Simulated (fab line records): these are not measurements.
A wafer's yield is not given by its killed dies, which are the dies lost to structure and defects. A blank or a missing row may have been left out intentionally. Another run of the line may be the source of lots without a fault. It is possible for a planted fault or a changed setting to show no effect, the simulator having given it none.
Which tool did it? + flow gf180mcu + 13 lots, 39 wafers sampled, at 5 steps of a route of 602

## WHAT THE GAUGES SHOWED, per wafer
GF_STI_THK_MEAS_30. Usual: for STI_OXIDATION_02_THK the level is 10.05 nm and the standard deviation is 0.15.
| lot  | measured    | on            | STI_OXIDATION_02_THK (nm) | flag |
|------|-------------|---------------|---------------------------|------|
| L498 | day 2 06:22 | film_metro-03 | 10.07 10.27 10.09         |      |
| L499 | day 2 11:25 | film_metro-03 | 9.81 10.11 9.58           |      |
| L500 | day 2 16:14 | film_metro-03 | 9.86 9.75 9.93            |      |
| L502 | day 3 02:29 | film_metro-04 | 10.13 10.43 10.03         |      |
| L503 | day 3 07:11 | film_metro-04 | 9.82 9.88 9.85            |      |
| L504 | day 3 14:00 | film_metro-01 | 10.12 10.10 10.04         |      |
| L506 | day 4 01:06 | film_metro-04 | 9.86 9.93 10.05           |      |
| L513 | day 5 15:32 | film_metro-04 | 10.26 9.89 10.04          |      |
| L514 | day 5 19:25 | film_metro-04 | 10.05 10.13 10.07         |      |
| L516 | day 6 03:21 | film_metro-03 | 10.01 10.05 10.06         |      |
| L518 | day 6 13:36 | film_metro-03 | 9.85 9.97 10.16           |      |
| L519 | day 6 19:13 | film_metro-01 | 9.87 9.81 9.96            |      |
| L521 | day 7 07:03 | film_metro-01 | 9.92 9.96 10.10           |      |

GF_VT_IMPLANT_RS_MEAS_47: uses a four-point probe to measure. Usual: for NWELL_RS the level is 487.3 ohm/sq and the standard deviation is 1.2.
| lot  | measured     | on            | NWELL_RS (ohm/sq) | flag |
|------|--------------|---------------|-------------------|------|
| L498 | day 7 13:52  | film_metro-04 | 488.3 486.1 488.7 |      |
| L499 | day 7 21:42  | film_metro-01 | 486.8 487.4 487.3 |      |
| L500 | day 8 05:03  | film_metro-02 | 485.1 485.9 485.6 |      |
| L502 | day 8 20:07  | film_metro-02 | 489.7 490.0 490.3 |      |
| L503 | day 9 00:23  | film_metro-02 | 485.9 485.7 485.6 |      |
| L504 | day 9 08:37  | film_metro-01 | 486.4 486.0 487.7 |      |
| L506 | day 10 00:18 | film_metro-04 | 486.5 487.0 488.2 |      |
| L513 | day 12 02:55 | film_metro-02 | 471.7 471.3 470.6 | OFF  |
| L514 | day 12 06:28 | film_metro-02 | 472.0 471.3 472.5 | OFF  |
| L516 | day 12 21:01 | film_metro-01 | 489.2 488.7 488.4 |      |
| L518 | day 13 07:06 | film_metro-02 | 487.0 486.2 485.7 |      |
| L519 | day 13 13:44 | film_metro-02 | 486.6 486.6 486.6 |      |
| L521 | day 14 06:58 | film_metro-04 | 487.5 486.0 487.7 |      |

GF_V1_RS_MEAS_24: uses a four-point probe to measure. Usual: for V1_W_RS the level is 0.325 ohm/sq and the standard deviation is 0.0047.
| lot  | measured     | on            | V1_W_RS (ohm/sq)  | flag |
|------|--------------|---------------|-------------------|------|
| L498 | day 18 03:56 | film_metro-04 | 0.326 0.324 0.325 |      |
| L499 | day 18 14:29 | film_metro-03 | 0.327 0.325 0.319 |      |
| L500 | day 19 07:26 | film_metro-01 | 0.323 0.315 0.320 |      |
| L502 | day 20 03:08 | film_metro-01 | 0.325 0.312 0.323 |      |
| L503 | day 20 10:13 | film_metro-01 | 0.332 0.319 0.331 |      |
| L504 | day 20 15:43 | film_metro-03 | 0.316 0.318 0.330 |      |
| L506 | day 21 17:53 | film_metro-04 | 0.316 0.327 0.330 |      |
| L513 | day 24 02:44 | film_metro-04 | 0.321 0.326 0.322 |      |
| L514 | day 24 19:07 | film_metro-03 | 0.321 0.326 0.322 |      |
| L516 | day 25 22:37 | film_metro-04 | 0.333 0.323 0.326 |      |
| L518 | day 25 23:35 | film_metro-01 | 0.324 0.324 0.321 |      |
| L519 | day 26 00:23 | film_metro-04 | 0.319 0.323 0.318 |      |
| L521 | day 26 19:26 | film_metro-03 | 0.324 0.327 0.325 |      |

## EACH LOT AND THE TOOL THAT RAN IT (in order: tool; ch and the chambers of the sampled wafers; start)
| lot  | GF_NWELL_IMPLANT_09            | GF_M1_METAL_ETCH_16               |
|------|--------------------------------|-----------------------------------|
| L498 | implanter-02 ch 0, day 3 07:56 | rie_metal-02 ch 0,1, day 17 02:37 |
| L499 | implanter-02 ch 0, day 3 14:07 | rie_metal-02 ch 1, day 17 13:07   |
| L500 | implanter-03 ch 0, day 3 18:02 | rie_metal-01 ch 0,1, day 18 05:12 |
| L502 | implanter-02 ch 0, day 4 06:08 | rie_metal-03 ch 1, day 19 00:36   |
| L503 | implanter-04 ch 0, day 4 10:13 | rie_metal-02 ch 0,1, day 19 07:39 |
| L504 | implanter-04 ch 0, day 4 17:08 | rie_metal-03 ch 1, day 19 13:09   |
| L506 | implanter-03 ch 0, day 5 06:02 | rie_metal-02 ch 0,1, day 20 15:01 |
| L513 | implanter-02 ch 0, day 6 21:55 | rie_metal-01 ch 0,1, day 23 01:48 |
| L514 | implanter-02 ch 0, day 7 01:20 | rie_metal-02 ch 0,1, day 23 10:58 |
| L516 | implanter-04 ch 0, day 7 12:44 | rie_metal-01 ch 0,1, day 24 20:51 |
| L518 | implanter-04 ch 0, day 7 20:57 | rie_metal-02 ch 0,1, day 24 21:09 |
| L519 | implanter-03 ch 0, day 8 03:38 | rie_metal-01 ch 0,1, day 24 21:33 |
| L521 | implanter-04 ch 0, day 8 15:50 | rie_metal-02 ch 0,1, day 25 20:25 |
- GF_NWELL_IMPLANT_09
- GF_M1_METAL_ETCH_16: etches the open film in Cl2/BCl3, stops on SiO2, target depth 750.8 nm, time 125.1 s.

## AS READ BY THE TOOLS THEMSELVES (means over the sampled wafers that have a number; for cases with no such wafer, the mark the record gives instead)
GF_NWELL_IMPLANT_09. Usual: dose_ions_cm2 3.999e+12, standard deviation 4.3e+09; faraday_current_uA 22.6, standard deviation 0.48.
| lot  | tool         | dose_ions_cm2 | faraday_current_uA | flag |
|------|--------------|---------------|--------------------|------|
| L498 | implanter-02 | 3.999e+12     | 23.0               |      |
| L499 | implanter-02 | 4.004e+12     | 22.3               |      |
| L500 | implanter-03 | 4.001e+12     | 22.8               |      |
| L502 | implanter-02 | 4.002e+12     | 22.9               |      |
| L503 | implanter-04 | 3.999e+12     | 22.9               |      |
| L504 | implanter-04 | 3.999e+12     | 22.8               |      |
| L506 | implanter-03 | 4.002e+12     | 22.7               |      |
| L513 | implanter-02 | 4.864e+12     | 27.9               | OFF  |
| L514 | implanter-02 | 4.858e+12     | 27.3               | OFF  |
| L516 | implanter-04 | 4.003e+12     | 22.5               |      |
| L518 | implanter-04 | 3.994e+12     | 22.1               |      |
| L519 | implanter-03 | 3.998e+12     | 22.5               |      |
| L521 | implanter-04 | 4.000e+12     | 22.8               |      |

GF_M1_METAL_ETCH_16. Usual: chamber_pressure_mTorr 8.001 mTorr, standard deviation 0.0076; drypump_motor_current_A 5.7 A, standard deviation 0.4; oes_product_au 0.989 a.u., standard deviation 0.0063; throttle_valve_pct 28.230 %, standard deviation 0.011.
| lot  | tool         | chamber_pressure_mTorr (mTorr) | drypump_motor_current_A (A) | oes_product_au (a.u.) | throttle_valve_pct (%) | flag |
|------|--------------|--------------------------------|-----------------------------|-----------------------|------------------------|------|
| L498 | rie_metal-02 | 7.997                          | 5.7                         | 0.991                 | 28.230                 |      |
| L499 | rie_metal-02 | 8.004                          | 5.7                         | 0.989                 | 28.240                 |      |
| L500 | rie_metal-01 | 8.004                          | 5.5                         | 0.987                 | 28.243                 |      |
| L502 | rie_metal-03 | 7.998                          | 5.3                         | 0.989                 | 28.224                 |      |
| L503 | rie_metal-02 | 7.992                          | 5.7                         | 0.984                 | 28.247                 |      |
| L504 | rie_metal-03 | 7.993                          | 5.3                         | 0.986                 | 28.231                 |      |
| L506 | rie_metal-02 | 8.006                          | 5.7                         | 0.989                 | 28.225                 |      |
| L513 | rie_metal-01 | 8.007                          | 5.9                         | 0.991                 | 28.228                 |      |
| L514 | rie_metal-02 | 8.001                          | 5.7                         | 0.985                 | 28.239                 |      |
| L516 | rie_metal-01 | 8.004                          | 5.8                         | 0.990                 | 28.224                 |      |
| L518 | rie_metal-02 | 7.998                          | 5.7                         | 0.992                 | 28.226                 |      |
| L519 | rie_metal-01 | 8.001                          | 5.5                         | 0.983                 | 28.236                 |      |
| L521 | rie_metal-02 | 8.009                          | 5.7                         | 0.991                 | 28.221                 |      |

## THE ANSWER, worked out from the rows above alone
Rule: a lot is off if the mean of its wafers that have a number lies more than 3 standard deviations from the usual mean. A lot without any number at a reading at which 4 lots or more have one is off too. All remaining lots with rows at the step are treated as sound. First the gauges in route order, then the tools' own readings, where a lot's mean is used as printed above. At the first step where some lot is off, the reading lying furthest off is the one used; lots without a number count as furthest.
Off: at GF_VT_IMPLANT_RS_MEAS_47 (NWELL_RS), L513, L514.
A tool fits if, at a process step before that reading, it ran every lot that is off, and no sound lot after the first of them. Not tried: the gauges at GF_VT_IMPLANT_RS_MEAS_47; whatever is off there is also off at GF_NWELL_IMPLANT_09, on other tools, and gauge error can't account for it. One fits: GF_NWELL_IMPLANT_09 on implanter-02. A fault onset in the window from L502 (day 4 06:08, its last sound lot) to L513 (day 6 21:55, its first lot off) fits.
The tool's own readings at GF_NWELL_IMPLANT_09 bear it out: on the lots that are off they differ by more than 5 times the standard deviation of the sound lots' means. dose_ions_cm2 reads 4.861e+12 there against 4.000e+12 on the sound lots; faraday_current_uA reads 27.6 there against 22.7 on the sound lots.

## WHAT THE SIMULATOR HAD INSERTED
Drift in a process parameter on implanter-02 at GF_NWELL_IMPLANT_09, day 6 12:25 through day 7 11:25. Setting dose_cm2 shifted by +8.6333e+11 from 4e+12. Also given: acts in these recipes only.
Struck lots among those shown: L513, L514. Same finding as the rule above.
